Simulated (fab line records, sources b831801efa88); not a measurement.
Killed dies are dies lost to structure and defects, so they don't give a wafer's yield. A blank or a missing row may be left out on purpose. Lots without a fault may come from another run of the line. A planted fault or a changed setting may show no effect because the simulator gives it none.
fab line records | flow sky130
record lots=24 wafers=72 last_day=50
route steps=708 shown POLY_GATE@236 LI_CONTACT@385 METAL2@502 METAL3@566 VIA3@575 CAP2M@617
lots that met no fault: from a run of the same line without faults
start_h: hours from the record's first day to the start of the lot's first wafer shown | wait_h: hours since the lot's step before | " the same as in the row above | L1.1+2: a row that stands for several wafers | - no value, or no start given | * or withheld: withheld | < > ~ a bound
route shown NAME@n: a module of which the file shows steps, and the number in the route of the first | usual: mean/standard deviation of fault-free wafers | same: alike in all rows | chamber/n: place in a boat | sites: the reading at each site | _std_site: their standard deviation | _edge_site: outer sites' mean less inner sites' | radius_mm: how far each site lies from the wafer's centre | mask NAME#n: copy n | behind: the tool/chamber that last shaped the wafer | hold: why the lot was held/for how many hours/how that ended | device: the transistor (n, p or np) that didn't switch | end of line: the same wafers' tests at the end of the route | a step without rows: its recipe alone | killed: dies lost to structure and defects at the first sort, not the wafer's yield | map: a wafer's dies, x killed, . not, _ none there
set.NAME: the setting as run; set.NAME@STEP: as run at that earlier step | model.NAME: the simulator's own value behind a step, which no gauge read
steps of the route over a sample of lots; a table a step, a row a wafer
services: from which hour (start_h, from the record's first day; less than 0 if before it) a tool's chamber was out of use, for how many hours, and why
## steps
# step SKY_POLY_GATE_CD_MEAS_22
# usual cd_nm=148.9/2.4
# columns lot.wafer tool chamber start_h wait_h cd_nm
L075.2 cd_sem-02 - 402.82 0.1 151.5
L075.4 " - " " 156.5
L075.5 " - " " 157.1
L074.1 cd_sem-02 - 405.31 0.1 149.7
L074.4 " - " " 149.2
L074.6 " - " " 147.7
L076.2 cd_sem-01 - 405.34 0.1 147.1
L076.3 " - " " 150.8
L076.5 " - " " 153.4
L077.2 cd_sem-02 - 408.12 0.1 148.9
L077.4 " - " " 149.8
L077.5 " - " " 146.1
L078.1 cd_sem-01 - 423.22 0.1 145.0
L078.2 " - " " 148.4
L078.3 " - " " 150.3
L079.2 cd_sem-01 - 434.86 0.1 147.2
L079.4 " - " " 149.1
L079.6 " - " " 149.5
L080.2 cd_sem-01 - 439.55 0.1 147.9
L080.3 " - " " 148.1
L080.6 " - " " 147.3
L082.1 cd_sem-01 - 444.13 0.1 143.8
L082.3 " - " " 145.1
L082.6 " - " " 146.6
L081.2 cd_sem-01 - 445.94 0.1 149.9
L081.3 " - " " 151.8
L081.6 " - " " 151.1
L083.2 cd_sem-02 - 460.26 0.1 150.5
L083.3 " - " " 146.9
L083.4 " - " " 151.3
L084.1 cd_sem-01 - 473.19 0.1 151.6
L084.2 " - " " 150.9
L084.5 " - " " 149.0
L085.1 cd_sem-02 - 475.45 0.1 149.0
L085.2 " - " " 148.2
L085.4 " - " " 149.7
L086.3 cd_sem-02 - 486.78 0.1 152.1
L086.5 " - " " 152.8
L086.6 " - " " 147.7
L087.1 cd_sem-01 - 490.95 0.1 148.7
L087.2 " - " " 150.9
L087.4 " - " " 146.9
L088.2 cd_sem-02 - 497.20 0.1 151.0
L088.3 " - " " 145.6
L088.6 " - " " 147.1
L089.1 cd_sem-01 - 503.55 0.1 147.1
L089.4 " - " " 148.0
L089.5 " - " " 146.8
L090.1 cd_sem-01 - 509.59 0.1 151.5
L090.2 " - " " 148.1
L090.6 " - " " 147.0
L091.2 cd_sem-02 - 519.93 0.1 154.8
L091.3 " - " " 146.0
L091.5 " - " " 147.1
L092.1 cd_sem-01 - 533.07 0.1 145.2
L092.2 " - " " 146.9
L092.4 " - " " 148.9
L093.2 cd_sem-02 - 539.00 0.1 148.4
L093.5 " - " " 150.1
L093.6 " - " " 147.5
L094.1 cd_sem-02 - 550.82 0.1 146.4
L094.2 " - " " 146.2
L094.4 " - " " 146.9
L095.2 cd_sem-01 - 564.33 0.1 148.1
L095.3 " - " " 148.6
L095.4 " - " " 146.8
L097.2 cd_sem-02 - 567.53 0.1 149.9
L097.5 " - " " 147.6
L097.6 " - " " 148.9
L096.2 cd_sem-02 - 569.42 0.1 148.3
L096.4 " - " " 152.2
L096.6 " - " " 151.5
# step SKY_LI_CONTACT_THK_MEAS_23
# recipe thk_meas_gauge=xrf reads=W_of_LI_CONTACT_CVD_21
# usual LI_CONTACT_W_THK=408/6.3
# columns lot.wafer tool chamber start_h wait_h LI_CONTACT_W_THK[nm]
L075.2 film_metro-03 - 710.51 0.1 398
L075.4 " - " " 407
L075.5 " - " " 404
L074.1 film_metro-01 - 712.61 0.1 404
L074.4 " - " " 410
L074.6 " - " " 400
L076.2 film_metro-04 - 712.71 0.1 405
L076.3 " - " " 402
L076.5 " - " " 409
L077.2 film_metro-01 - 714.62 0.1 406
L077.4 " - " " 410
L077.5 " - " " 416
L078.1 film_metro-01 - 724.74 0.1 404
L078.2 " - " " 409
L078.3 " - " " 408
L079.2 film_metro-03 - 736.91 0.1 405
L079.4 " - " " 401
L079.6 " - " " 406
L080.2 film_metro-01 - 743.08 0.1 401
L080.3 " - " " 401
L080.6 " - " " 410
L081.2 film_metro-03 - 745.66 0.1 409
L081.3 " - " " 404
L081.6 " - " " 406
L082.1 film_metro-03 - 746.39 0.1 401
L082.3 " - " " 404
L082.6 " - " " 404
L083.2 film_metro-04 - 756.62 0.1 408
L083.3 " - " " 410
L083.4 " - " " 415
L084.1 film_metro-01 - 770.06 0.1 410
L084.2 " - " " 403
L084.5 " - " " 408
L085.1 film_metro-04 - 774.06 0.1 418
L085.2 " - " " 404
L085.4 " - " " 408
L086.3 film_metro-03 - 779.33 0.1 412
L086.5 " - " " 410
L086.6 " - " " 407
L087.1 film_metro-01 - 783.91 0.1 411
L087.2 " - " " 424
L087.4 " - " " 408
L088.2 film_metro-04 - 795.24 0.1 399
L088.3 " - " " 401
L088.6 " - " " 403
L089.1 film_metro-01 - 796.91 0.1 408
L089.4 " - " " 412
L089.5 " - " " 410
L090.1 film_metro-03 - 801.96 0.1 401
L090.2 " - " " 409
L090.6 " - " " 403
L091.2 film_metro-03 - 809.71 0.1 420
L091.3 " - " " 412
L091.5 " - " " 410
L092.1 film_metro-01 - 821.91 0.1 409
L092.2 " - " " 414
L092.4 " - " " 403
L093.2 film_metro-03 - 828.87 0.1 419
L093.5 " - " " 403
L093.6 " - " " 417
L094.1 film_metro-03 - 841.10 0.1 398
L094.2 " - " " 411
L094.4 " - " " 401
L095.2 film_metro-03 - 850.57 0.1 408
L095.3 " - " " 423
L095.4 " - " " 401
L097.2 film_metro-01 - 853.49 0.1 419
L097.5 " - " " 415
L097.6 " - " " 400
L096.2 film_metro-01 - 857.54 0.1 400
L096.4 " - " " 401
L096.6 " - " " 395
# step SKY_METAL2_METAL_ETCH_19
# recipe target_depth_a=3600 stop_on=SiO2 over_etch_frac=0.3 time_s=78 chemistry=Cl2/BCl3 resist_sidewall_deg=88 pressure_mtorr=10 icp_w=900 bias_w=48.5 Cl2_flow_sccm=60 bcl3_flow_sccm=30
# usual drypump_motor_current_A=5.9/0.36 oes_product_au=0.854/0.0061 throttle_valve_pct=22.263/0.0087
# same over_etch_frac=0.3
# columns lot.wafer tool chamber start_h wait_h drypump_motor_current_A oes_product_au rf_hours_counter_h throttle_valve_pct
L075.2 rie_metal-02 0 852.05 0.0 6.3 0.844 2 22.251
L075.4 " 1 " " 5.6 0.847 - 22.266
L075.5 " 1 " " 5.6 0.850 - 22.265
L074.1 rie_metal-02 0 854.28 0.1 6.3 0.847 2 22.252
L074.4 " 0 " " 6.3 0.847 - 22.264
L074.6 " 0 " " 6.3 0.848 - 22.263
L076.2 rie_metal-02 0 857.34 0.2 6.3 0.863 - 22.264
L076.3 " 0 " " 6.3 0.856 - 22.248
L076.5 " 0 " " 6.3 0.851 - 22.259
L077.2 rie_metal-01 1 858.78 0.1 6.0 0.857 - 22.257
L077.4 " 1 " " 6.0 0.863 - 22.264
L077.5 " 1 " " 6.0 0.856 - 22.260
L078.1 rie_metal-03 0 867.97 0.0 5.7 0.849 6 22.253
L078.2 " 1 " " 5.5 0.849 4 22.261
L078.3 " 0 " " 5.7 0.870 - 22.268
L079.2 rie_metal-02 0 878.34 0.0 6.3 0.863 3 22.266
L079.4 " 0 " " 6.3 0.850 - 22.259
L079.6 " 0 " " 6.3 0.855 - 22.258
L080.2 rie_metal-02 1 886.75 0.0 5.6 0.855 15 22.268
L080.3 " 1 " " 5.6 0.852 - 22.263
L080.6 " 1 " " 5.6 0.848 - 22.266
L081.2 rie_metal-03 0 888.95 0.0 5.7 0.863 7 22.274
L081.3 " 0 " " 5.7 0.851 - 22.263
L081.6 " 1 " " 5.5 0.864 - 22.260
L082.1 rie_metal-02 0 889.34 0.0 6.3 0.858 4 22.270
L082.3 " 0 " " 6.3 0.848 - 22.257
L082.6 " 1 " " 5.6 0.858 - 22.263
L083.2 rie_metal-02 1 898.45 0.0 5.6 0.858 16 22.260
L083.3 " 1 " " 5.5 0.856 - 22.263
L083.4 " 0 " " 6.3 0.857 - 22.276
L084.1 rie_metal-01 0 909.22 0.0 5.5 0.860 1 22.255
L084.2 " 1 " " 6.0 0.868 11 22.263
L084.5 " 0 " " 5.5 0.862 - 22.250
L085.1 rie_metal-02 1 913.77 0.0 5.6 0.848 16 22.260
L085.2 " 0 " " 6.3 0.856 5 22.272
L085.4 " 1 " " 5.6 0.859 - 22.260
L086.3 rie_metal-02 0 917.23 0.1 6.3 0.852 - 22.263
L086.5 " 0 " " 6.3 0.853 - 22.271
L086.6 " 1 " " 5.6 0.850 - 22.270
L087.1 rie_metal-02 0 921.39 0.1 6.3 0.852 5 22.238
L087.2 " 0 " " 6.3 0.858 - 22.257
L087.4 " 0 " " 6.3 0.856 - 22.263
L088.2 rie_metal-02 0 933.42 0.1 6.3 0.854 - 22.257
L088.3 " 0 " " 6.3 0.847 - 22.259
L088.6 " 0 " " 6.3 0.848 - 22.282
L089.1 rie_metal-01 0 935.32 0.0 5.4 0.842 2 22.256
L089.4 " 0 " " 5.5 0.851 - 22.270
L089.5 " 0 " " 5.5 0.842 - 22.271
L090.1 rie_metal-02 0 940.50 0.0 6.3 0.855 7 22.262
L090.2 " 1 " " 5.6 0.854 0 22.272
L090.6 " 1 " " 5.6 0.853 - 22.266
L091.2 rie_metal-01 0 946.49 0.0 5.5 0.851 3 22.254
L091.3 " 1 " " 6.0 0.857 - 22.273
L091.5 " 0 " " 5.5 0.857 - 22.258
L092.1 rie_metal-02 1 957.22 0.0 5.6 0.867 1 22.276
L092.2 " 0 " " 6.3 0.859 8 22.263
L092.4 " 1 " " 5.6 0.853 - 22.263
L093.2 rie_metal-02 0 965.02 0.0 6.3 0.867 8 22.265
L093.5 " 1 " " 5.6 0.865 - 22.270
L093.6 " 0 " " 6.3 0.858 - 22.256
L094.1 rie_metal-03 1 974.49 0.0 5.5 0.847 8 22.254
L094.2 " 0 " " 5.7 0.848 11 22.262
L094.4 " 1 " " 5.5 0.854 - 22.245
L095.2 rie_metal-01 1 983.74 0.0 6.0 0.849 15 22.270
L095.3 " 0 " " 5.5 0.848 - 22.255
L095.4 " 1 " " 6.0 0.856 - 22.263
L097.2 rie_metal-01 1 985.10 0.0 6.0 0.853 15 22.266
L097.5 " 0 " " 5.5 0.853 - 22.258
L097.6 " 1 " " 6.0 0.857 - 22.274
L096.2 rie_metal-03 1 989.93 0.1 5.5 0.854 - 22.268
L096.4 " 1 " " 5.5 0.859 - 22.267
L096.6 " 1 " " 5.5 0.854 - 22.274
# step SKY_METAL3_ETCH_16
# recipe chemistry=N2/H2 target=BARC ion_energy_ev=200 bias_w=100 pressure_mtorr=30 n2_flow_sccm=100 h2_flow_sccm=200 icp_w=500 stop_on=SiO2 time_s=88.2 target_depth_a=600
# usual drypump_motor_current_A=5.65/0.16 oes_product_au=0.626/0.0053 throttle_valve_pct=13.206/0.0089
# columns lot.wafer tool chamber start_h wait_h drypump_motor_current_A oes_product_au rf_hours_counter_h throttle_valve_pct
L075.2 rie_metal-03 0 932.79 0.0 5.68 0.622 8 13.196
L075.4 " 1 " " 5.49 0.628 - 13.213
L075.5 " 0 " " 5.70 0.614 - 13.210
L074.1 rie_metal-03 1 934.24 0.0 5.50 0.612 6 13.215
L074.4 " 0 " " 5.69 0.621 - 13.198
L074.6 " 1 " " 5.50 0.620 - 13.197
L076.2 rie_metal-03 0 938.57 0.0 5.71 0.628 9 13.205
L076.3 " 1 " " 5.47 0.618 - 13.205
L076.5 " 0 " " 5.71 0.620 - 13.215
L077.2 rie_metal-04 1 939.08 0.0 5.73 0.627 11 13.218
L077.4 " 1 " " 5.71 0.629 - 13.206
L077.5 " 0 " " 5.70 0.629 - 13.210
L078.1 rie_metal-04 0 946.87 0.0 5.68 0.624 4 13.211
L078.2 " 1 " " 5.70 0.622 12 13.204
L078.3 " 0 " " 5.69 0.629 - 13.214
L079.2 rie_metal-03 0 957.04 0.0 5.71 0.624 10 13.189
L079.4 " 0 " " 5.72 0.624 - 13.195
L079.6 " 1 " " 5.50 0.635 - 13.210
L080.2 rie_metal-03 0 965.64 0.0 5.69 0.626 10 13.211
L080.3 " 1 " " 5.48 0.631 - 13.209
L080.6 " 1 " " 5.47 0.641 - 13.198
L082.1 rie_metal-03 1 968.32 0.0 5.50 0.628 8 13.199
L082.3 " 1 " " 5.48 0.624 - 13.194
L082.6 " 1 " " 5.48 0.620 - 13.207
L081.2 rie_metal-03 0 968.69 0.0 5.71 0.628 11 13.229
L081.3 " 1 " " 5.50 0.628 - 13.210
L081.6 " 1 " " 5.49 0.626 - 13.197
L083.2 rie_metal-04 1 976.28 0.0 5.72 0.626 13 13.212
L083.3 " 0 " " 5.70 0.624 - 13.202
L083.4 " 1 " " 5.73 0.618 - 13.201
L084.1 rie_metal-01 1 986.53 0.0 6.01 0.624 15 13.206
L084.2 " 0 " " 5.48 0.634 5 13.204
L084.5 " 0 " " 5.50 0.630 - 13.207
L085.1 rie_metal-03 1 991.10 0.1 5.48 0.631 10 13.196
L085.2 " 1 " " 5.51 0.625 - 13.202
L085.4 " 1 " " 5.51 0.626 - 13.210
L086.3 rie_metal-04 1 994.16 0.0 5.71 0.628 - 13.195
L086.5 " 0 " " 5.69 0.631 - 13.199
L086.6 " 1 " " 5.72 0.624 - 13.209
L087.1 rie_metal-03 1 998.30 0.1 5.49 0.627 10 13.204
L087.2 " 1 " " 5.49 0.623 - 13.218
L087.4 " 1 " " 5.49 0.623 - 13.195
L088.2 rie_metal-03 0 1008.73 0.0 5.70 0.624 11 13.188
L088.3 " 1 " " 5.50 0.626 - 13.195
L088.6 " 1 " " 5.49 0.625 - 13.217
L089.1 rie_metal-03 1 1011.12 0.0 5.47 0.627 11 13.213
L089.4 " 1 " " 5.47 0.632 - 13.203
L089.5 " 0 " " 5.70 0.635 - 13.217
L090.1 rie_metal-04 0 1016.25 0.1 5.70 0.625 8 13.186
L090.2 " 0 " " 5.71 0.624 - 13.200
L090.6 " 0 " " 5.71 0.625 - 13.214
L091.2 rie_metal-01 1 1021.22 0.0 6.04 0.624 18 13.210
L091.3 " 1 " " 6.03 0.638 - 13.209
L091.5 " 1 " " 6.01 0.621 - 13.205
L092.1 rie_metal-01 0 1030.83 0.0 5.51 0.626 8 13.215
L092.2 " 1 " " 6.03 0.634 18 13.212
L092.4 " 1 " " 6.03 0.628 - 13.185
L093.2 rie_metal-04 0 1039.69 0.0 5.69 0.616 9 13.200
L093.5 " 0 " " 5.70 0.626 - 13.203
L093.6 " 1 " " 5.70 0.623 - 13.212
L094.1 rie_metal-03 0 1047.78 0.0 5.70 0.640 14 13.204
L094.2 " 1 " " 5.50 0.637 13 13.202
L094.4 " 1 " " 5.49 0.635 - 13.212
L095.2 rie_metal-01 0 1055.49 0.0 5.49 0.628 10 13.191
L095.3 " 1 " " 6.03 0.615 - 13.199
L095.4 " 0 " " 5.51 0.624 - 13.210
L097.2 rie_metal-01 0 1058.75 0.0 5.48 0.629 10 13.207
L097.5 " 1 " " 6.03 0.624 - 13.210
L097.6 " 0 " " 5.47 0.618 - 13.196
L096.2 rie_metal-03 0 1063.67 0.0 5.69 0.630 15 13.207
L096.4 " 0 " " 5.68 0.622 - 13.209
L096.6 " 1 " " 5.49 0.634 - 13.207
# step SKY_VIA3_CMP_02
# recipe material=SiO2 down_force_psi=4 platen_rpm=60 pad_velocity_m_s=0.94248
# usual motor_current_A=12.1/0.9
# columns lot.wafer tool chamber start_h wait_h motor_current_A
L075.2 cmp-02 2 934.06 0.0 11.7
L075.4 " 0 " " 11.9
L075.5 " 3 " " 10.2
L074.4 cmp-02 1 935.46 0.0 13.9
L074.1 " 2 " " 11.5
L074.6 " 2 " " 11.7
L076.3 cmp-01 1 939.72 0.0 12.8
L076.2 " 3 " " 12.6
L076.5 " 2 " " 12.3
L077.4 cmp-01 3 940.20 0.0 12.3
L077.2 " 2 " " 11.8
L077.5 " 0 " " 13.2
L078.3 cmp-02 1 948.07 0.0 13.0
L078.1 " 3 " " 10.2
L078.2 " 0 " " 11.5
L079.2 cmp-01 2 958.38 0.1 12.2
L079.4 " 3 " " 12.5
L079.6 " 0 " " 12.5
L080.2 cmp-01 1 966.93 0.0 11.8
L080.3 " 0 " " 12.5
L080.6 " 1 " " 11.7
L082.1 cmp-02 3 969.48 0.1 10.7
L082.3 " 2 " " 11.7
L082.6 " 0 " " 11.7
L081.2 cmp-02 0 969.92 0.0 11.3
L081.3 " 3 " " 10.2
L081.6 " 1 " " 13.3
L083.2 cmp-01 0 977.46 0.0 12.4
L083.3 " 2 " " 11.8
L083.4 " 3 " " 12.6
L084.2 cmp-02 0 987.87 0.1 11.1
L084.1 " 2 " " 12.1
L084.5 " 3 " " 10.8
L085.2 cmp-02 3 992.65 0.0 10.5
L085.4 " 0 " " 11.8
L085.1 " 1 " " 13.5
L086.3 cmp-02 1 996.16 1.0 13.7
L086.5 " 2 " " 11.3
L086.6 " 3 " " 10.6
L087.2 cmp-01 3 999.52 0.0 12.3
L087.4 " 0 " " 12.4
L087.1 " 1 " " 13.0
L088.2 cmp-01 1 1009.97 0.0 12.5
L088.3 " 2 " " 12.1
L088.6 " 1 " " 12.1
L089.4 cmp-01 0 1012.30 0.1 12.4
L089.1 " 2 " " 11.8
L089.5 " 0 " " 12.3
L090.2 cmp-02 1 1017.56 0.1 13.9
L090.1 " 3 " " 10.6
L090.6 " 1 " " 13.5
L091.3 cmp-01 2 1022.34 0.0 11.6
L091.2 " 0 " " 12.3
L091.5 " 2 " " 11.7
L092.1 cmp-02 0 1032.00 0.1 11.3
L092.2 " 1 " " 13.8
L092.4 " 2 " " 11.2
L093.2 cmp-02 0 1041.04 0.2 11.4
L093.5 " 1 " " 13.2
L093.6 " 2 " " 11.7
L094.4 cmp-01 1 1049.19 0.0 12.9
L094.2 " 3 " " 13.3
L094.1 " 0 " " 12.3
L095.4 cmp-02 1 1056.65 0.0 13.7
L095.2 " 3 " " 10.1
L095.3 " 0 " " 11.2
L097.2 cmp-01 0 1060.11 0.2 12.0
L097.6 " 1 " " 12.1
L097.5 " 2 " " 12.9
L096.2 cmp-01 3 1064.96 0.1 12.7
L096.4 " 1 " " 12.1
L096.6 " 3 " " 13.2
# step SKY_CAP2M_STRIP_14
# recipe chemistry=O2/N2 power_w=1400 pressure_mtorr=1500 platen_temp_c=withheld o2_flow_sccm=3000 n2_flow_sccm=300 overash_fraction=0.5
# usual drypump_motor_current_A=5.8/0.36 oes_product_au=0.710/0.0049 strip_time_to_endpoint_s=12.69/0.046
# columns lot.wafer tool chamber start_h wait_h drypump_motor_current_A oes_product_au rf_hours_counter_h strip_time_to_endpoint_s
L075.2 plasma_asher-04 0 983.58 0.1 6.0 0.712 89 12.68
L075.4 " 0 " " 5.9 0.706 - 12.77
L075.5 " 0 " " 5.9 0.708 - 12.73
L074.1 plasma_asher-03 0 985.43 0.1 5.6 0.721 55 12.73
L074.4 " 1 " " 5.6 0.705 - 12.74
L074.6 " 0 " " 5.6 0.705 - 12.74
L076.2 plasma_asher-03 0 989.32 0.1 5.6 0.709 55 12.66
L076.3 " 0 " " 5.6 0.710 - 12.71
L076.5 " 1 " " 5.7 0.713 - 12.70
L077.2 plasma_asher-03 0 991.30 0.1 5.6 0.710 56 12.64
L077.4 " 0 " " 5.6 0.716 - 12.66
L077.5 " 1 " " 5.6 0.722 - 12.68
L078.1 plasma_asher-04 1 998.13 0.1 6.3 0.714 91 12.63
L078.2 " 0 " " 5.9 0.700 91 12.75
L078.3 " 0 " " 6.0 0.710 - 12.75
L079.2 plasma_asher-02 0 1005.73 0.1 5.7 0.711 109 12.70
L079.4 " 1 " " 5.1 0.710 - 12.67
L079.6 " 1 " " 5.1 0.711 - 12.69
L080.2 plasma_asher-02 1 1016.45 0.1 5.1 0.702 111 12.71
L080.3 " 1 " " 5.1 0.715 - 12.70
L080.6 " 0 " " 5.7 0.718 - 12.72
L082.1 plasma_asher-03 1 1018.90 0.1 5.7 0.707 58 12.68
L082.3 " 1 " " 5.7 0.715 - 12.64
L082.6 " 1 " " 5.6 0.708 - 12.70
L081.2 plasma_asher-04 0 1019.20 0.1 5.9 0.705 94 12.71
L081.3 " 1 " " 6.4 0.704 - 12.74
L081.6 " 1 " " 6.4 0.720 - 12.72
L083.2 plasma_asher-02 1 1027.53 0.1 5.1 0.714 112 12.61
L083.3 " 0 " " 5.7 0.711 - 12.62
L083.4 " 1 " " 5.1 0.719 - 12.68
L084.1 plasma_asher-04 1 1037.43 0.1 6.3 0.710 95 12.67
L084.2 " 0 " " 5.9 0.710 95 12.70
L084.5 " 1 " " 6.4 0.716 - 12.68
L085.1 plasma_asher-04 1 1042.38 0.1 6.4 0.700 96 12.66
L085.2 " 0 " " 6.0 0.713 96 12.76
L085.4 " 1 " " 6.4 0.718 - 12.76
L086.3 plasma_asher-03 1 1045.46 0.1 5.7 0.708 - 12.68
L086.5 " 0 " " 5.6 0.702 - 12.68
L086.6 " 1 " " 5.7 0.706 - 12.68
L087.1 plasma_asher-04 0 1047.53 0.1 6.0 0.704 97 12.67
L087.2 " 1 " " 6.3 0.714 97 12.60
L087.4 " 0 " " 5.9 0.707 - 12.67
L088.2 plasma_asher-03 0 1057.62 0.1 5.5 0.708 62 12.77
L088.3 " 0 " " 5.6 0.709 - 12.65
L088.6 " 0 " " 5.5 0.708 - 12.72
L089.1 plasma_asher-03 1 1060.12 0.1 5.7 0.709 62 12.74
L089.4 " 0 " " 5.6 0.708 - 12.77
L089.5 " 0 " " 5.6 0.700 - 12.66
L090.1 plasma_asher-02 1 1065.18 0.1 5.1 0.709 0 12.68
L090.2 " 0 " " 5.7 0.708 0 12.64
L090.6 " 0 " " 5.7 0.711 - 12.65
L091.2 plasma_asher-03 1 1069.68 0.1 5.7 0.702 64 12.75
L091.3 " 0 " " 5.6 0.705 - 12.64
L091.5 " 0 " " 5.6 0.705 - 12.74
L092.1 plasma_asher-04 0 1077.05 0.1 5.9 0.702 101 12.63
L092.2 " 1 " " 6.3 0.712 101 12.73
L092.4 " 0 " " 6.0 0.712 - 12.63
L093.2 plasma_asher-04 0 1086.30 0.1 5.9 0.710 102 12.76
L093.5 " 0 " " 5.9 0.711 - 12.63
L093.6 " 1 " " 6.4 0.709 - 12.76
L094.1 plasma_asher-04 1 1093.62 0.1 6.3 0.716 102 12.71
L094.2 " 0 " " 5.9 0.712 102 12.65
L094.4 " 1 " " 6.3 0.706 - 12.67
L095.2 plasma_asher-02 0 1099.20 0.1 5.7 0.711 4 12.71
L095.3 " 1 " " 5.1 0.720 - 12.70
L095.4 " 0 " " 5.7 0.708 - 12.69
L097.2 plasma_asher-03 1 1104.15 0.1 5.7 0.708 67 12.71
L097.5 " 1 " " 5.7 0.710 - 12.69
L097.6 " 0 " " 5.6 0.713 - 12.72
L096.2 plasma_asher-04 0 1109.22 0.1 6.0 0.707 104 12.68
L096.4 " 0 " " 5.9 0.714 - 12.69
L096.6 " 1 " " 6.3 0.712 - 12.65
## services
# columns tool chamber start_h hours kind
cmp-01 - 851.24 1.2 repair
rie_metal-01 - 863.29 14.6 pm
rie_metal-02 - 868.90 0.4 repair
rie_metal-01 - 877.89 2.8 pm
rie_metal-03 - 888.15 0.2 repair
cmp-01 - 912.36 4.0 pm
rie_metal-03 1 939.38 2.1 repair
cmp-02 - 946.30 0.3 repair
cmp-02 - 947.02 0.9 repair
plasma_asher-04 - 958.88 4.0 repair
cmp-02 - 979.99 2.6 repair
rie_metal-03 - 980.08 2.8 pm
rie_metal-03 0 985.53 15.9 repair
cmp-01 - 993.00 3.7 pm
cmp-02 - 996.71 9.6 pm
cmp-02 - 1011.79 2.3 repair
rie_metal-01 - 1013.49 0.2 repair
cmp-01 - 1015.77 4.3 repair
rie_metal-01 1 1042.50 7.6 repair
cmp-02 - 1058.54 3.6 pm
cmp-01 - 1071.48 3.0 repair
rie_metal-01 - 1074.77 0.6 repair
cmp-02 - 1087.02 4.0 pm
rie_metal-03 0 1093.79 5.3 repair
## key
fault none
